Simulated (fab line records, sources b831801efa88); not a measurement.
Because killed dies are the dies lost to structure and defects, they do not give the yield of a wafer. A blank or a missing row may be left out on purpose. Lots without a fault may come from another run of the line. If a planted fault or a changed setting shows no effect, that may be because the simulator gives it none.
What tool caused it? ; flow sky130 ; 11 lots (33 wafers sampled), 1 step of a 708-step route

== WHAT EACH GAUGE READ, for each wafer ==
SKY_VIA3_RS_MEAS_22: the measuring method here is four-point-probe.
lot;measured;on;VIA3_W_RS (ohm/sq)
L226;day 39 18:09;film metro-01;0.285 0.285 0.284
L230;day 41 11:54;film metro-01;0.305 0.298 0.299
L229;day 41 13:24;film metro-02;0.301 0.295 0.297
L231;day 41 22:41;film metro-01;0.296 0.282 0.282
L232;day 42 04:19;film metro-01;0.298 0.304 0.295
L234;day 42 06:16;film metro-04;0.296 0.288 0.293
L235;day 42 17:10;film metro-01;0.287 0.282 0.294
L236;day 43 01:43;film metro-04;0.294 0.283 0.297
L238;day 43 19:45;film metro-02;0.290 0.285 0.283
L239;day 43 20:34;film metro-04;0.285 0.290 0.285
L246;day 45 18:45;film metro-02;0.292 0.300 0.294

== WHICH TOOL RAN EACH LOT (tool, then ch and the chambers of the sampled wafers, then the start) ==
Record: no process step prior to these readings.

== THE ANSWER, worked out from the rows above alone ==
Rule: usual is defined by the lots themselves. Put in order of their means at a reading, lots are off if they are a third of the lots or fewer, leave a main group of 4 or more, and stand apart from it by a gap of 3 or more times the standard deviation of the main group's means; of several such gaps the widest counts. If all means in a main group match to the digits the tables above print for the reading, that group is not used. Also off: a lot with no number at a reading for which 4 or more lots have one. Any other lot the step has rows for is counted as sound.
No lot is off at any reading shown: from this, nothing can be told.

== WHAT THE SIMULATOR PUT IN ==
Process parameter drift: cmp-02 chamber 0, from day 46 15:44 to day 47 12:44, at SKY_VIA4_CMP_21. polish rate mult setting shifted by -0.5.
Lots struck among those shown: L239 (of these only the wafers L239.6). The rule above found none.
